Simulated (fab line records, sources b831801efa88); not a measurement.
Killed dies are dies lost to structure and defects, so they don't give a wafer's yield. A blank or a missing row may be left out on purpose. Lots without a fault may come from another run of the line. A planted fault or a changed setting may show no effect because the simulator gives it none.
Chamber matching | flow sfq_line | SFQ_TRILAYER_I3_CMP_CMP_082 on cmp-01: 4 sister chambers
The step polishes SiO2. 8 wafers are shown with their chamber, then 7 later ones without.

WAFERS WITH THEIR CHAMBER
wafer  | chamber | motor_current_A (A) | time_to_endpoint_s (s)
L474.1 | 2       | 12.2                | 209
L476.4 | 0       | 9.7                 | 217
L476.6 | 0       | 9.7                 | 217
L477.1 | 3       | 9.8                 | 213
L477.4 | 2       | 12.0                | 217
L477.5 | 1       | 10.1                | 218
L480.4 | 1       | 10.6                | 218
L480.3 | 3       | 10.0                | 203

WAFERS WITHOUT THEIR CHAMBER
wafer  | motor_current_A (A) | time_to_endpoint_s (s)
L480.5 | 9.8                 | 217
L482.3 | 10.0                | 210
L482.5 | 12.2                | 212
L482.6 | 10.3                | 211
L488.6 | 11.9                | 221
L493.3 | 9.2                 | 206
L493.2 | 11.4                | 214

WHICH CHAMBER EACH WENT THROUGH
wafer  | from the rows above          | in truth
L480.5 | can't be placed: 0 or 3      | 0
L482.3 | can't be placed: 3 or 0 or 1 | 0
L482.5 | 2                            | 2
L482.6 | can't be placed: 1 or 3 or 0 | 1
L488.6 | 2                            | 2
L493.3 | can't be placed: 0 or 3      | 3
L493.2 | can't be placed: 2 or 1      | 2
Placed correctly: 2 of 7. Can't be placed from these rows: 5 (the true chamber is among the candidates in 5). Placed wrongly: 0.
How it was worked out, from the rows above alone: a wafer's distance from a chamber is the root of the sum, over the readings, of the square of ((its reading less the chamber's mean) divided by the reading's scatter). The wafer belongs to the nearest chamber; if the next one is less than 2 further off, it can't be placed. A chamber's mean is the mean of its shown wafers. The scatter: the root of (the sum of the squares of (reading less its chamber's mean) over the shown wafers, divided by (wafers less chambers)).
